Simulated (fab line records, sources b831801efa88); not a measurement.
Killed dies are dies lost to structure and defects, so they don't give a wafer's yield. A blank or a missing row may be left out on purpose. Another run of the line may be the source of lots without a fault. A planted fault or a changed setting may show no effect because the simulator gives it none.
A struck lot beside a sound one / flow sky130 / 17 steps out of a route of 708
Sound: these wafers, L261.1, L261.4, L261.5. The struck wafers were L273.1, L273.4, L273.6. Last of all comes the cause.
For every step that has rows: the tool of each side, followed by ch and its chambers, followed by its first start. Under that, the readings that differ: sound wafers / struck wafers / difference of the means / sigmas: that difference in standard deviations of wafers without a fault.
alike: words and numbers the same on both sides, and readings whose means are apart by under 2 such deviations; not compared: readings that were withheld, readings missing a value for some wafer, numbers with overlapping values and no deviation given by the record, and bounds like >300 which may hide the same value.
A row with sigmas, a row that says differs or no value, or rows on one side alone: a step with any of these is where the two part. When numbers do not overlap yet have no deviation, they are printed without sigmas and do not part them. Lack of a reading on every wafer of one side parts them only where that side has two or more wafers.

SKY_VT_ADJUST_HVTR_OVL_MEAS_08:
  struck on overlay-02, day 13 10:23; sound on overlay-01, day 9 15:18
reading=VT_ADJUST_HVTR_OVL (nm); sound=2.9 2.2 1.7; struck=-3.0 -3.6 -2.1; difference=-5.2; sigmas=-3
following that, these wafers have no rows for 1 step: SKY_VT_ADJUST_HVTR_IMPLANT_09.
SKY_VT_ADJUST_HVTR_STRIP_10: strips in O2/N2.
  sound on plasmaAsher-02 ch 1, day 9 15:29; struck on plasmaAsher-03 ch 1, day 13 10:35
  alike: drypumpMotorCurrentA, oesProductAu, stripTimeToEndpointS
  not compared: rfHoursCounterH
SKY_VT_ADJUST_HVTR_TW_MEAS_11:
  struck on filmMetro-01, day 13 10:41; sound on filmMetro-02, day 9 15:35
  alike: VT_ADJUST_HVTR_TW
then, 7 steps without rows for these wafers: SKY_VT_ADJUST_PCH_DEHYDRATE_00 (time 60 s); SKY_VT_ADJUST_PCH_HMDS_01 (prime time 60 s); SKY_VT_ADJUST_PCH_COAT_02 (resist thk 3000 nm); SKY_VT_ADJUST_PCH_SOFTBAKE_03; SKY_VT_ADJUST_PCH_EXPOSE_04 (exposes mask NWM, target cd 840 nm); SKY_VT_ADJUST_PCH_PEB_05; SKY_VT_ADJUST_PCH_DEVELOP_06 (develop time 60 s).
SKY_VT_ADJUST_PCH_OVL_MEAS_07:
  struck on overlay-01, day 14 11:35; sound on overlay-01, day 10 13:47
  alike: VT_ADJUST_PCH_OVL
SKY_VT_ADJUST_PCH_IMPLANT_08:
  sound on implanter-04 ch 0, day 10 13:49; struck on implanter-04 ch 0, day 14 11:37
reading=doseIonsCm2; sound=5.004e+11 5.007e+11 5.005e+11; struck=6.343e+11 6.341e+11 6.342e+11; difference=+1.337e+11; sigmas=+99 or more
reading=faradayCurrentUA; sound=2.81 2.73 2.82; struck=3.65 3.66 3.56; difference=+0.84; sigmas=+15
SKY_VT_ADJUST_PCH_STRIP_09: strips in O2/N2.
  sound on plasmaAsher-04 ch 0,1, day 10 13:58; struck on plasmaAsher-01 ch 0,1, day 14 11:46
  alike: drypumpMotorCurrentA, oesProductAu, stripTimeToEndpointS
  not compared: rfHoursCounterH
SKY_VT_ADJUST_PCH_TW_MEAS_10:
  struck on filmMetro-04, day 14 11:52; sound on filmMetro-04, day 10 14:04
reading=VT_ADJUST_PCH_TW; sound=142.1 141.8 141.7; struck=151.0 151.1 151.4; difference=+9.3; sigmas=+13
then, 1 step without rows for these wafers: SKY_SONOS_TUNNEL_DEHYDRATE_00 (time 60 s).
-- the record jumps here: 34 days lie between the struck wafers' starts before and after (it left off in module SONOS_TUNNEL and takes up again in module PAD_OPEN, whose first step shown is number 708 of the route) --
SKY_PAD_OPEN_PROBE_99:
  struck on prober-02, day 48 22:34; sound on prober-02, day 45 19:33
reading=model.etest.pfetG5v0d10v5.offLog10AUm; sound=-12.77 -12.34 -12.61; struck=-11.49 -11.84 -11.63; difference=+0.92; sigmas=
reading=model.etest.pfet_01v8_lvt.offLog10AUm; sound=-9.05 -9.063 -9.17; struck=-8.345 -8.471 -8.26; difference=+0.736; sigmas=
reading=model.etest.pfetG5v0d10v5.vtSatV (V); sound=-0.642 -0.6285 -0.6416; struck=-0.5355 -0.5759 -0.5456; difference=+0.0850; sigmas=
reading=model.etest.pfet_16v.vtV (V); sound=-1.105 -1.105 -1.107; struck=-1.022 -1.016 -1.023; difference=+0.085; sigmas=
reading=model.etest.pfetG5v0d10v5.vtV (V); sound=-0.8319 -0.8168 -0.8254; struck=-0.7463 -0.7817 -0.7509; difference=+0.0651; sigmas=
reading=model.etest.pfetG5v0d10v5.vtLongV (V); sound=-0.9329 -0.9329 -0.9316; struck=-0.8681 -0.8599 -0.8648; difference=+0.0682; sigmas=
reading=model.etest.pfet_01v8_lvt.vtSatV (V); sound=-0.4516 -0.4528 -0.4569; struck=-0.4001 -0.3923 -0.3929; difference=+0.0587; sigmas=
  alike: killed_at_M0_to_M3, killed_at_M4_up, killedAtContacts, killedAtFrontEnd, killedAtOther, killedDies, killedOpen, killedShort
  not compared: model.etest.pfet_01v8_lvt.driveUaUm

== WHERE THEY PART ==
Last at SKY_VT_ADJUST_PCH_TW_MEAS_10 as far as this record goes, first at SKY_VT_ADJUST_HVTR_OVL_MEAS_08. Later steps at which nothing parts them and some readings are alike: SKY_PAD_OPEN_PROBE_99.

WHY: what had been put in by the simulator
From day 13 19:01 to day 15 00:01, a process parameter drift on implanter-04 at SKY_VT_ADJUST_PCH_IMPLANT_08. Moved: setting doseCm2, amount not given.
